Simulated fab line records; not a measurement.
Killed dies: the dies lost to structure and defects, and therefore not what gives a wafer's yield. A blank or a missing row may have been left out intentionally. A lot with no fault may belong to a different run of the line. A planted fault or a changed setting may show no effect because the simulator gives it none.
Comparing a struck lot with a sound one    flow sky130    18 out of 708 route steps
Sound: wafers L128.2, L128.5, L128.6. Wafers L140.1, L140.5, L140.6 were the ones struck. The cause comes at the end.
Order at every step that has rows: each side's tool, ch and its chambers, its first start. Under that, the readings that differ: sound wafers    struck wafers    difference of the means    sigmas: that difference in standard deviations of wafers without a fault.
alike: words and numbers the same on both sides, and readings whose means are apart by under 2 such deviations; not compared: readings that were withheld, readings missing a value for some wafer, numbers with overlapping values and no deviation given by the record, and bounds like >300 which may hide the same value.
The two part at a step that has a row with sigmas, a row that says differs or no value, or rows on one side only. When numbers do not overlap yet have no deviation, they are printed without sigmas and do not part them. A reading missing from all wafers of one side parts the sides only when that side holds two or more wafers.

first, 1 step without rows for these wafers: SKY_VT_ADJUST_PCH_IMPLANT_08.
SKY_VT_ADJUST_PCH_STRIP_09: strips in O2/N2.
  sound on plasma asher-01 ch 0,1, day 12 01:46; struck on plasma asher-04 ch 0,1, day 15 21:37
  alike: drypump motor current A, oes product au, strip time to endpoint s
  not compared: rf hours counter h
SKY_VT_ADJUST_PCH_TW_MEAS_10:
  struck on film metro-02, day 15 21:43; sound on film metro-04, day 12 01:52
  alike: VT_ADJUST_PCH_TW
then, 7 steps without rows for these wafers: SKY_SONOS_TUNNEL_DEHYDRATE_00 (time 60 s); SKY_SONOS_TUNNEL_HMDS_01 (prime time 60 s); SKY_SONOS_TUNNEL_COAT_02 (resist thk 1140 nm); SKY_SONOS_TUNNEL_SOFTBAKE_03 (time 60 s); SKY_SONOS_TUNNEL_EXPOSE_04 (exposes mask TUNM, target cd 410 nm); SKY_SONOS_TUNNEL_PEB_05; SKY_SONOS_TUNNEL_DEVELOP_06 (develop time 60 s).
SKY_SONOS_TUNNEL_CD_MEAS_07: the cd target is 410 nm.
  struck on cd sem-01, day 17 02:05; sound on cd sem-01, day 13 01:55
reading     sound              struck             difference  sigmas
cd nm (nm)  407.3 407.3 406.5  412.0 411.3 410.3  +4.2        +2
SKY_SONOS_TUNNEL_OVL_MEAS_08:
  struck on overlay-02, day 17 02:13; sound on overlay-01, day 13 02:02
  alike: SONOS_TUNNEL_OVL
SKY_SONOS_TUNNEL_IMPLANT_09:
  sound on implanter-02 ch 0, day 13 02:05; struck on implanter-02 ch 0, day 17 02:14
then, 2 steps without rows for these wafers: SKY_SONOS_TUNNEL_WET_ETCH_10 (etches SiO2 in dHF, target depth 14 nm, time 280 s); SKY_SONOS_TUNNEL_STRIP_11 (strips in SPM, time 600 s).
SKY_SONOS_TUNNEL_TW_MEAS_12:
  struck on film metro-02, day 17 02:39; sound on film metro-03, day 13 02:29
reading          sound              struck             difference  sigmas
SONOS_TUNNEL_TW  197.8 198.2 196.6  176.6 175.5 176.5  -21.3       -9
then, 1 step without rows for these wafers: SKY_SONOS_TUNNEL_CLEAN_13 (cleans in dHF, time 20 s).
-- a jump in the record: the struck wafers' starts before and after are 33 days apart (it breaks off in module SONOS_TUNNEL and resumes in module PAD_OPEN, where the first step shown is number 708 of the route) --
SKY_PAD_OPEN_PROBE_99:
  struck on prober-02, day 49 21:12; sound on prober-02, day 47 03:17
reading                                          sound                   struck                  difference  sigmas
killed_at_M0_to_M3                               37 40 36                63 60 56                +22         +3
killed dies                                      81 81 78                102 103 104             +23         +2
killed open                                      44 43 37                55 63 59                +18         +2
model.etest.tip sonos.rs ohm sq range            23.66 35.87 26.57       94.76 109.2 98.62       +72.16      
model.etest.sonos uncharged.r on ohm um          798.8 810.4 803.3       784.1 791.6 774         -20.9       
model.etest.tip sonos.rs ohm sq rim less centre  7.213 7.546 14.68       24.1 28.47 38.17        +20.4       
model.etest.sonos programmed.off log10 a um      -13.98 -13.98 -13.89    -12.76 -12.86 -13       +1.08       
model.etest.sonos uncharged.vt v (V)             -0.4484 -0.4517 -0.468  -0.5611 -0.554 -0.5643  -0.1038     
model.etest.sonos baked.vt v (V)                 1.026 0.9881 0.9604     0.8194 0.8226 0.8479    -0.1615     
  alike: killed_at_M4_up, killed at contacts, killed at front end, killed at other, killed short
  not compared: model.etest.sonos erased.vt v

WHERE THEY PART
First at SKY_SONOS_TUNNEL_CD_MEAS_07; last, within this record, at SKY_PAD_OPEN_PROBE_99.

WHY: whatever the simulator had introduced
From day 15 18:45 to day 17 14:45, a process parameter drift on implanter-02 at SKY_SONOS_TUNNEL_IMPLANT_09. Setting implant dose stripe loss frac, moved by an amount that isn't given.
